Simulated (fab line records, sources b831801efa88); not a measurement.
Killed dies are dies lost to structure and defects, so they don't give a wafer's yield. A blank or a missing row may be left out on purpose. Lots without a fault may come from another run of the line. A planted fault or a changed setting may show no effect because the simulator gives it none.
Problem report in the 8D (eight disciplines) form, filled by code | flow gf180mcu | the parts of the form that need people (team, actions taken, sign-off) are left out

1. THE PROBLEM
HV_LDD_CVD_54_THK at GF_HV_LDD_THK_MEAS_55 reads a mean of 11.98 nm on 6 wafers of 2 lots; wafers without a fault read 10.00 nm with a standard deviation of 0.12. That is +17 standard deviations from the usual mean.
First seen on wafer L777.3, day 15 10:51, on film_metro-01. The record holds 39 wafers of 13 lots with a number at this step. Rule for "out", or "out of limits": more than 4 standard deviations from the usual mean. The other wafers with a number count as sound.

2. WHAT IT IS AND WHAT IT IS NOT
question                    | is                           | is not
which readings at this step | HV_LDD_CVD_54_THK            | -
which lots                  | L777, L778                   | L769, L770, L771, L772, L780, L784, L785, L786, L789, L790, L791
which wafers of those lots  | all that have a number       | -
read on which gauges        | film_metro-01, film_metro-03 | film_metro-04
when                        | from day 15 10:51            | up to then (12 sound wafers); but 21 sound wafers of L780, L784, L785, L786, L789, L790, L791 came after

3. SUSPECTS, AND WHAT RULES EACH OUT
Counting: a tool at a process step up to the reading stays a suspect if it ran every lot that is out and no sound lot after the first of them.
- the gauge at GF_HV_LDD_THK_MEAS_55: ruled out. The wafers that are out were read on 2 gauges (film_metro-01, film_metro-03).
- lpcvd-02 at GF_HV_LDD_CVD_54 (deposits SiO2 from TEOS, target thk 10 nm, time 75 s): ruled out as a lasting fault. Sound lots L785, L786, L789, L791 ran on it after its first lot that is out, L777 (day 15 09:49).
Left after counting: nothing in the record.

4. THE CAUSE (what the simulator had put in)
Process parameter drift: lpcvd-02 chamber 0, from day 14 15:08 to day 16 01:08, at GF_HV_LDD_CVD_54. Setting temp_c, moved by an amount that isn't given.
Counting ruled it out, wrongly: the rule takes a fault to strike every lot that its tool runs from its start on, and this one did not.

5. THE CHAIN OF EFFECTS, in route order
Each row: a reading whose mean over the struck wafers that have a number lies more than 3 standard deviations from the usual. Only readings for which the record gives a usual standard deviation are gone through. hours: the time from each lot's start at the first step in this table that gives one to its start at this step, as a median over the lots. sigmas: the change in usual standard deviations.
hours | step                  | reading           | usual    | on struck wafers | change | sigmas
0     | GF_HV_LDD_CVD_54      | spike_tc_centre_C | 680.9 C  | 686.2            | +5.3   | +3.1
0     | GF_HV_LDD_CVD_54      | spike_tc_lower_C  | 679.7 C  | 687.4            | +7.7   | +5.5
0     | GF_HV_LDD_CVD_54      | spike_tc_upper_C  | 681.4 C  | 690.3            | +8.9   | +7.4
1     | GF_HV_LDD_THK_MEAS_55 | HV_LDD_CVD_54_THK | 10.00 nm | 11.98            | +1.98  | +17
The process steps in it:
- GF_HV_LDD_CVD_54: deposits SiO2 from TEOS, target thk 10 nm, time 75 s.

6. WHAT WOULD HAVE CAUGHT IT SOONER
In this record the first reading out of limits at a measuring or inspecting step was taken at day 15 10:51, 20 hours after the fault began at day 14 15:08.
The tool's own readings at GF_HV_LDD_CVD_54 were out on every struck wafer that the step has a row for (spike_tc_lower_C, spike_tc_upper_C): an alarm limit on them would have fired on the first of those.
